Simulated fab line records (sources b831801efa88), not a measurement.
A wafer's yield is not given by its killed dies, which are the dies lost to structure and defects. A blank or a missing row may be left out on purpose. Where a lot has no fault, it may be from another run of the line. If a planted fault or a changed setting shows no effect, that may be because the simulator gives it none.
Which tool did it?	flow sky130	72 wafers from 24 lots sampled at 6 of the route's 708 steps

WHAT THE GAUGES SHOWED, per wafer
SKY_VT_ADJUST_PCH_OVL_MEAS_07. Usual: VT_ADJUST_PCH_OVL gives 0.6 nm (standard deviation 1.3).
lot	measured	on	VT_ADJUST_PCH_OVL (nm)	flag
L074	day 11 03:16	overlay-01	-0.5 -0.7 1.0	
L076	day 11 08:50	overlay-01	2.8 1.8 -0.7	
L075	day 11 09:44	overlay-02	-0.9 0.7 -1.7	
L077	day 11 22:58	overlay-02	0.4 -2.5 -0.2	
L078	day 11 23:16	overlay-02	3.5 3.9 2.4	
L079	day 12 12:08	overlay-02	0.5 -0.4 1.7	
L080	day 12 13:53	overlay-01	1.7 3.5 3.9	
L081	day 12 16:17	overlay-01	0.7 1.9 -0.9	
L082	day 13 01:50	overlay-01	1.3 0.9 2.4	
L083	day 13 06:54	overlay-01	1.1 1.3 1.3	
L084	day 13 18:30	overlay-02	-0.9 -0.1 0.3	
L085	day 14 02:07	overlay-01	1.7 -1.7 2.8	
L086	day 14 08:44	overlay-02	-0.5 0.3 -1.9	
L087	day 14 19:19	overlay-02	0.3 1.4 -0.4	
L088	day 14 22:42	overlay-01	0.2 0.4 1.4	
L089	day 15 08:52	overlay-01	-0.9 -1.9 -1.1	
L090	day 15 11:49	overlay-02	-0.6 -0.2 -0.5	
L091	day 15 18:30	overlay-01	-0.7 2.2 -0.4	
L092	day 16 01:41	overlay-02	4.8 0.0 1.8	
L093	day 16 14:32	overlay-01	0.6 0.5 -0.8	
L094	day 16 17:25	overlay-01	0.9 0.6 1.5	
L095	day 17 03:27	overlay-01	-0.1 1.0 -0.7	
L096	day 17 20:19	overlay-01	1.4 -0.5 1.3	
L097	day 18 01:09	overlay-02	0.8 -0.2 0.3	

SKY_VIA2_OVL_MEAS_13. Usual: VIA2_OVL gives 1 nm (standard deviation 5).
lot	measured	on	VIA2_OVL (nm)	flag
L074	day 37 02:55	overlay-01	-2 -4 -4	
L076	day 37 10:38	overlay-01	8 3 8	
L075	day 37 11:35	overlay-02	0 1 5	
L077	day 37 23:16	overlay-02	5 4 13	
L078	day 38 02:07	overlay-02	7 7 2	
L079	day 38 08:11	overlay-02	2 2 1	
L080	day 38 12:58	overlay-02	-4 -4 -8	
L081	day 38 20:37	overlay-02	0 6 -1	
L082	day 39 07:28	overlay-01	-3 3 3	
L083	day 39 09:18	overlay-01	4 -2 -7	
L084	day 39 17:36	overlay-01	4 -3 2	
L085	day 40 00:13	overlay-01	3 1 4	
L086	day 40 06:41	overlay-01	3 1 -2	
L087	day 40 16:52	overlay-02	3 -4 0	
L088	day 40 19:54	overlay-02	11 10 1	
L089	day 41 02:52	overlay-01	-2 -4 -2	
L090	day 41 05:16	overlay-01	-7 -2 2	
L091	day 41 09:18	overlay-01	3 1 4	
L092	day 41 15:22	overlay-01	-3 -5 2	
L093	day 42 01:28	overlay-02	9 4 10	
L094	day 42 06:52	overlay-02	-1 -1 -4	
L095	day 42 14:49	overlay-02	10 5 10	
L096	day 42 22:23	overlay-01	8 3 4	
L097	day 43 05:46	overlay-02	-15 1 -6	

SKY_VIA3_BOW_MEAS_03. Usual: VIA3_BOW gives 80 um (standard deviation 7.4).
lot	measured	on	VIA3_BOW (um)	flag
L074	day 39 10:07	film_metro-01	83 86 75	
L076	day 39 15:33	film_metro-02	91 100 78	
L075	day 39 17:47	film_metro-01	84 91 80	
L077	day 40 04:49	film_metro-02	85 84 83	
L078	day 40 07:59	film_metro-01	78 84 84	
L079	day 40 12:59	film_metro-02	74 76 71	
L080	day 40 17:38	film_metro-01	71 81 79	
L081	day 41 00:54	film_metro-03	72 73 93	
L082	day 41 11:44	film_metro-02	81 73 91	
L083	day 41 13:28	film_metro-02	80 85 74	
L084	day 41 22:18	film_metro-01	69 82 83	
L085	day 42 03:20	film_metro-02	87 80 81	
L086	day 42 10:47	film_metro-02	74 63 75	
L087	day 42 19:56	film_metro-03	79 80 63	
L088	day 42 22:33	film_metro-02	77 74 84	
L089	day 43 06:08	film_metro-01	72 66 80	
L090	day 43 07:56	film_metro-02	78 74 63	
L091	day 43 12:32	film_metro-02	77 91 80	
L092	day 43 18:17	film_metro-02	81 73 70	
L093	day 44 02:26	film_metro-01	80 81 84	
L094	day 44 09:37	film_metro-03	76 97 84	
L095	day 44 16:59	film_metro-01	83 81 82	
L096	day 44 23:19	film_metro-03	77 88 89	
L097	day 45 07:18	film_metro-01	74 86 72	

WHICH TOOL RAN EACH LOT (tool, then ch and the chambers of the sampled wafers, then the start)
lot	SKY_POLY_GATE_STRIP_18	SKY_LDD_LDN_STRIP_12	SKY_VIA1_CVD_21
L074	plasma_asher-02 ch 0,1, day 17 07:29	plasma_asher-02 ch 0,1, day 23 20:06	cvd_w-02 ch 0,1, day 34 19:58
L076	plasma_asher-03 ch 0,1, day 17 13:08	plasma_asher-04 ch 0,1, day 24 02:16	cvd_w-02 ch 0, day 35 03:22
L075	plasma_asher-02 ch 0,1, day 17 12:50	plasma_asher-04 ch 0,1, day 24 01:42	cvd_w-01 ch 0,1, day 35 05:24
L077	plasma_asher-02 ch 0,1, day 18 02:41	plasma_asher-04 ch 1, day 24 17:52	cvd_w-02 ch 0,1, day 35 17:25
L078	plasma_asher-01 ch 0,1, day 18 10:19	plasma_asher-02 ch 0,1, day 25 01:18	cvd_w-02 ch 0,1, day 35 20:39
L079	plasma_asher-01 ch 0,1, day 18 18:58	plasma_asher-04 ch 0,1, day 25 06:10	cvd_w-02 ch 0,1, day 36 02:25
L080	plasma_asher-03 ch 0,1, day 18 22:49	plasma_asher-01 ch 0,1, day 25 11:34	cvd_w-02 ch 0,1, day 36 08:28
L081	plasma_asher-01 ch 0,1, day 19 05:35	plasma_asher-02 ch 0,1, day 25 17:31	cvd_w-01 ch 0,1, day 36 14:56
L082	plasma_asher-02 ch 0,1, day 19 18:58	plasma_asher-04 ch 0,1, day 26 07:48	cvd_w-01 ch 0,1, day 37 02:12
L083	plasma_asher-02 ch 0,1, day 19 23:56	plasma_asher-01 ch 1, day 26 10:59	cvd_w-01 ch 0,1, day 37 04:42
L084	plasma_asher-03 ch 0,1, day 20 08:56	plasma_asher-01 ch 0,1, day 26 19:59	cvd_w-02 ch 0,1, day 37 13:13
L085	plasma_asher-02 ch 0,1, day 20 20:07	plasma_asher-02 ch 1, day 27 06:16	cvd_w-01 ch 1, day 37 20:35
L086	plasma_asher-02 ch 0,1, day 21 02:18	plasma_asher-01 ch 0,1, day 27 11:04	cvd_w-02 ch 0,1, day 38 02:04
L087	plasma_asher-02 ch 0,1, day 21 16:25	plasma_asher-01 ch 0,1, day 28 00:41	cvd_w-01 ch 1, day 38 13:48
L088	plasma_asher-03 ch 0,1, day 21 20:22	plasma_asher-01 ch 1, day 28 04:01	cvd_w-01 ch 0,1, day 38 15:52
L089	plasma_asher-02 ch 0,1, day 22 04:22	plasma_asher-04 ch 0,1, day 28 12:46	cvd_w-02 ch 0,1, day 39 00:25
L090	plasma_asher-03 ch 0,1, day 22 07:13	plasma_asher-02 ch 0,1, day 28 14:01	cvd_w-02 ch 0,1, day 39 01:25
L091	plasma_asher-03 ch 0,1, day 22 15:23	plasma_asher-04 ch 0,1, day 28 20:47	cvd_w-01 ch 0,1, day 39 06:55
L092	plasma_asher-03 ch 0,1, day 22 22:19	plasma_asher-04 ch 0,1, day 29 04:04	cvd_w-01 ch 0,1, day 39 12:07
L093	plasma_asher-03 ch 0,1, day 23 09:24	plasma_asher-01 ch 0,1, day 29 16:00	cvd_w-01 ch 0,1, day 39 23:17
L094	plasma_asher-02 ch 0,1, day 23 13:31	plasma_asher-01 ch 0,1, day 29 18:54	cvd_w-01 ch 0,1, day 40 05:37
L095	plasma_asher-01 ch 0,1, day 24 00:49	plasma_asher-01 ch 0,1, day 30 05:27	cvd_w-01 ch 0,1, day 40 13:32
L096	plasma_asher-02 ch 0,1, day 24 15:36	plasma_asher-02 ch 0,1, day 30 17:21	cvd_w-01 ch 0,1, day 40 21:17
L097	plasma_asher-01 ch 0,1, day 24 21:35	plasma_asher-01 ch 0,1, day 30 23:21	cvd_w-01 ch 0,1, day 41 05:06
- SKY_POLY_GATE_STRIP_18: strips in O2/N2.
- SKY_LDD_LDN_STRIP_12: strips in O2/N2.
- SKY_VIA1_CVD_21: deposits W, target thk 270 nm, time 80.902 s.

AS READ BY THE TOOLS THEMSELVES (means over the sampled wafers that have a number; for cases with no such wafer, the mark the record gives instead)
SKY_POLY_GATE_STRIP_18. Usual: chamber_pressure_mTorr 1500.1 mTorr, standard deviation 1.4; drypump_motor_current_A 5.8 A, standard deviation 0.39; oes_product_au 0.361 a.u., standard deviation 0.005; strip_time_to_endpoint_s 3.17 s, standard deviation 0.033.
lot	tool	chamber_pressure_mTorr (mTorr)	drypump_motor_current_A (A)	oes_product_au (a.u.)	strip_time_to_endpoint_s (s)	flag
L074	plasma_asher-02	1499.9	6.0	0.359	3.16	
L076	plasma_asher-03	1500.3	5.8	0.356	3.18	
L075	plasma_asher-02	1499.8	5.6	0.367	3.15	
L077	plasma_asher-02	1499.4	5.6	0.363	3.20	
L078	plasma_asher-01	1499.2	5.7	0.360	3.19	
L079	plasma_asher-01	1501.1	5.7	0.364	3.18	
L080	plasma_asher-03	1501.2	5.8	0.359	3.19	
L081	plasma_asher-01	1499.3	5.8	0.363	3.18	
L082	plasma_asher-02	1500.7	6.0	0.359	3.16	
L083	plasma_asher-02	1501.3	5.6	0.356	3.19	
L084	plasma_asher-03	1498.0	5.8	0.361	3.17	
L085	plasma_asher-02	1499.3	5.6	0.359	3.14	
L086	plasma_asher-02	1499.3	5.6	0.356	3.22	
L087	plasma_asher-02	1501.0	6.0	0.360	3.16	
L088	plasma_asher-03	1500.7	5.8	0.362	3.21	
L089	plasma_asher-02	1500.0	5.9	0.365	3.20	
L090	plasma_asher-03	1500.0	5.9	0.362	3.17	
L091	plasma_asher-03	1501.0	5.9	0.359	3.16	
L092	plasma_asher-03	1498.6	5.8	0.358	3.16	
L093	plasma_asher-03	1499.8	5.9	0.361	3.17	
L094	plasma_asher-02	1500.5	6.0	0.362	3.17	
L095	plasma_asher-01	1500.3	5.7	0.360	3.13	
L096	plasma_asher-02	1500.2	5.6	0.362	3.15	
L097	plasma_asher-01	1501.4	5.8	0.359	3.19	

SKY_LDD_LDN_STRIP_12. Usual: chamber_pressure_mTorr 1500.0 mTorr, standard deviation 1.3; drypump_motor_current_A 5.7 A, standard deviation 0.33; oes_product_au 0.716 a.u., standard deviation 0.0046; strip_time_to_endpoint_s 14.19 s, standard deviation 0.049.
lot	tool	chamber_pressure_mTorr (mTorr)	drypump_motor_current_A (A)	oes_product_au (a.u.)	strip_time_to_endpoint_s (s)	flag
L074	plasma_asher-02	1499.3	6.0	0.717	14.25	
L076	plasma_asher-04	1501.0	5.5	0.717	14.09	
L075	plasma_asher-04	1498.6	5.4	0.717	14.20	
L077	plasma_asher-04	1501.1	5.7	0.718	14.19	
L078	plasma_asher-02	1499.5	5.6	0.714	14.22	
L079	plasma_asher-04	1500.3	5.4	0.715	14.17	
L080	plasma_asher-01	1499.5	5.7	0.714	14.13	
L081	plasma_asher-02	1499.8	5.6	0.713	14.16	
L082	plasma_asher-04	1500.1	5.6	0.714	14.25	
L083	plasma_asher-01	1500.4	5.7	0.716	14.13	
L084	plasma_asher-01	1499.5	5.8	0.717	14.17	
L085	plasma_asher-02	1500.6	5.2	0.713	14.28	
L086	plasma_asher-01	1500.6	5.7	0.715	14.14	
L087	plasma_asher-01	1499.0	5.8	0.715	14.21	
L088	plasma_asher-01	1499.5	5.7	0.719	14.16	
L089	plasma_asher-04	1499.3	5.5	0.718	14.22	
L090	plasma_asher-02	1499.2	5.6	0.722	14.22	
L091	plasma_asher-04	1499.7	5.5	0.717	14.18	
L092	plasma_asher-04	1499.8	5.4	0.719	14.13	
L093	plasma_asher-01	1500.8	5.7	0.715	14.17	
L094	plasma_asher-01	1499.8	5.7	0.721	14.24	
L095	plasma_asher-01	1500.0	5.7	0.715	14.25	
L096	plasma_asher-02	1500.4	5.6	0.715	14.21	
L097	plasma_asher-01	1500.4	5.7	0.718	14.13	

SKY_VIA1_CVD_21. Usual: chamber_pressure_Torr 40.01 Torr, standard deviation 0.09; heater_power_w 834 W, standard deviation 45.
lot	tool	chamber_pressure_Torr (Torr)	heater_power_w (W)	flag
L074	cvd_w-02	39.95	819	
L076	cvd_w-02	39.92	759	
L075	cvd_w-01	39.95	869	
L077	cvd_w-02	40.04	840	
L078	cvd_w-02	40.00	802	
L079	cvd_w-02	40.01	807	
L080	cvd_w-02	40.00	842	
L081	cvd_w-01	39.89	845	
L082	cvd_w-01	39.97	859	
L083	cvd_w-01	39.89	865	
L084	cvd_w-02	40.01	846	
L085	cvd_w-01	39.99	876	
L086	cvd_w-02	40.09	847	
L087	cvd_w-01	39.98	876	
L088	cvd_w-01	39.94	856	
L089	cvd_w-02	40.00	847	
L090	cvd_w-02	40.03	844	
L091	cvd_w-01	40.08	830	
L092	cvd_w-01	39.90	839	
L093	cvd_w-01	40.11	842	
L094	cvd_w-01	39.96	830	
L095	cvd_w-01	40.07	824	
L096	cvd_w-01	40.12	837	
L097	cvd_w-01	39.96	829	

THE ANSWER, worked out from the rows above alone
Rule: lot off if the mean of its wafers having a number is beyond 3 standard deviations from the usual mean. A lot without any number at a reading at which 4 lots or more have one is off too. Where the step has rows for the other lots, those lots are counted as sound. Order of review: gauges by route order, followed by the tools' own readings, for which a lot's mean as printed above is used. The first step at which some lot is off is used, and at that step the reading that is off furthest; a lot without a number counts as furthest.
Nothing can be told from this: no lot is off at any reading shown.

WHAT THE SIMULATOR HAD PUT IN
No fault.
